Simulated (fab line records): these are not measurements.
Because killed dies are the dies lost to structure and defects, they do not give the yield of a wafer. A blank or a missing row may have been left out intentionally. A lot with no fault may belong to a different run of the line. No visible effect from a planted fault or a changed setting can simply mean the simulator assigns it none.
A lot that was struck, set against a sound lot / flow sky130 / 42 steps out of a route of 708
Sound: these wafers, L487.1, L487.4, L487.6. Wafers L508.2, L508.4, L508.5 were the ones struck. The cause comes at the end.
For every step that has rows: the tool of each side, followed by ch and its chambers, followed by its first start. Under that, the readings that differ: sound wafers / struck wafers / difference of the means / sigmas: that difference in standard deviations of wafers without a fault.
alike: words and numbers the same on both sides, and readings whose means are apart by under 2 such deviations; not compared: readings that were withheld, readings missing a value for some wafer, numbers with overlapping values and no deviation given by the record, and bounds like >300 which may hide the same value.
A row with sigmas, a row that says differs or no value, or rows on one side alone: a step with any of these is where the two part. Non-overlapping numbers with no deviation appear without sigmas and do not part them. Lack of a reading on every wafer of one side parts them only where that side has two or more wafers.

first, 1 step without rows for these wafers: SKY_DNWELL_IMPLANT_07.
SKY_DNWELL_STRIP_08: strips in O2/N2.
  sound on plasma-asher-04 ch 0,1, day 3 07:29; struck on plasma-asher-02 ch 0,1, day 7 20:04
reading=drypump-motor-current-A (A); sound=5.43 4.95 5.46; struck=4.74 5.05 4.76; difference=-0.43; sigmas=-2
  alike: chamber-pressure-mTorr, oes-product-au, strip-time-to-endpoint-s
  not compared: rf-hours-counter-h
SKY_DNWELL_TW_MEAS_09:
  sound on film-metro-04 at day 3 07:35; struck on film-metro-04 at day 7 20:10
  alike: DNWELL_TW
then, 7 steps without rows for these wafers: SKY_PWDE_DEHYDRATE_00 (time 60 s); SKY_PWDE_HMDS_01 (prime time 60 s); SKY_PWDE_COAT_02 (resist thk 3000 nm); SKY_PWDE_SOFTBAKE_03; SKY_PWDE_EXPOSE_04 (exposes mask PWDEM, target cd 840 nm); SKY_PWDE_PEB_05; SKY_PWDE_DEVELOP_06 (develop time 60 s).
SKY_PWDE_OVL_MEAS_07:
  sound on overlay-01 at day 3 22:55; struck on overlay-02 at day 8 17:31
  alike: PWDE_OVL
next, for these wafers, 1 step has no rows: SKY_PWDE_IMPLANT_08.
SKY_PWDE_STRIP_09: strips in O2/N2.
  sound on plasma-asher-04 ch 0,1, day 3 23:07; struck on plasma-asher-01 ch 1, day 8 17:41
  alike: chamber-pressure-mTorr, drypump-motor-current-A, oes-product-au, strip-time-to-endpoint-s
  not compared: rf-hours-counter-h
SKY_PWDE_TW_MEAS_10:
  sound on film-metro-04 at day 3 23:13; struck on film-metro-02 at day 8 17:48
reading=PWDE_TW; sound=374 376 375; struck=368 367 367; difference=-8; sigmas=-2
then, 7 steps without rows for these wafers: SKY_NWELL_DEHYDRATE_03 (time 57.57 s); SKY_NWELL_HMDS_04 (prime time 60 s); SKY_NWELL_COAT_05 (resist thk 3000 nm); SKY_NWELL_SOFTBAKE_06; SKY_NWELL_EXPOSE_07 (exposes mask NWM, target cd 840 nm); SKY_NWELL_PEB_08; SKY_NWELL_DEVELOP_09 (develop time 60 s).
SKY_NWELL_OVL_MEAS_10:
  sound on overlay-01 at day 4 15:37; struck on overlay-02 at day 9 14:25
  alike: NWELL_00_OVL
then, 3 steps without rows for these wafers: SKY_NWELL_IMPLANT_11; SKY_NWELL_IMPLANT_12; SKY_NWELL_IMPLANT_13.
SKY_NWELL_STRIP_14: strips in O2/N2.
  sound on plasma-asher-02 ch 0,1, day 4 16:05; struck on plasma-asher-02 ch 0,1, day 9 14:53
  alike: chamber-pressure-mTorr, drypump-motor-current-A, oes-product-au, strip-time-to-endpoint-s
  not compared: rf-hours-counter-h
SKY_NWELL_TW_MEAS_15:
  sound on film-metro-04 at day 4 16:11; struck on film-metro-03 at day 9 15:00
  alike: NWELL_TW
then, 7 steps without rows for these wafers: SKY_NWELL_DEHYDRATE_16 (time 60 s); SKY_NWELL_HMDS_17 (prime time 60 s); SKY_NWELL_COAT_18 (resist thk 3000 nm); SKY_NWELL_SOFTBAKE_19; SKY_NWELL_EXPOSE_20 (exposes mask NWM COMPLEMENT, target cd 840 nm); SKY_NWELL_PEB_21; SKY_NWELL_DEVELOP_22 (develop time 60 s).
SKY_NWELL_OVL_MEAS_23:
  sound on overlay-01 at day 5 09:16; struck on overlay-01 at day 10 12:43
  alike: NWELL_01_OVL
next, for these wafers, 1 step has no rows: SKY_NWELL_IMPLANT_24.
SKY_NWELL_STRIP_25: strips in O2/N2.
  sound on plasma-asher-01 ch 0,1, day 5 09:27; struck on plasma-asher-02 ch 0,1, day 10 12:53
reading=drypump-motor-current-A (A); sound=6.2 6.0 6.2; struck=4.8 4.8 5.0; difference=-1.3; sigmas=-2
  alike: chamber-pressure-mTorr, oes-product-au, strip-time-to-endpoint-s
  not compared: rf-hours-counter-h
SKY_NWELL_TW_MEAS_26:
  sound on film-metro-04 at day 5 09:33; struck on film-metro-02 at day 10 13:00
  alike: NWELL_2_TW
then, 1 step without rows for these wafers: SKY_NWELL_CLEAN_27 (cleans in SC1/SC2, time 150 s).
SKY_NWELL_RTA_28: time 30 s.
  sound on rtp-anneal-01 ch 0, day 5 09:40; struck on rtp-anneal-02 ch 0, day 10 13:07
  alike: lamp-power-pct, wafer_temp_C_max
SKY_NWELL_RS_MEAS_29: a four-point-probe measurement.
  sound on film-metro-02 at day 5 09:46; struck on film-metro-03 at day 10 13:13
  alike: NWELL_RS
-- the record jumps here: 40 days lie between the struck wafers' starts before and after (it left off in module NWELL and takes up again in module PAD_OPEN, whose first step shown is number 708 of the route) --
SKY_PAD_OPEN_PROBE_99:
  the record has rows for the struck wafers here (prober-01, day 50 14:16) and none for the sound ones

## WHERE THEY PART
Earliest at SKY_DNWELL_STRIP_08; latest, in this record, at SKY_PAD_OPEN_PROBE_99.

WHY: what the simulator had put in
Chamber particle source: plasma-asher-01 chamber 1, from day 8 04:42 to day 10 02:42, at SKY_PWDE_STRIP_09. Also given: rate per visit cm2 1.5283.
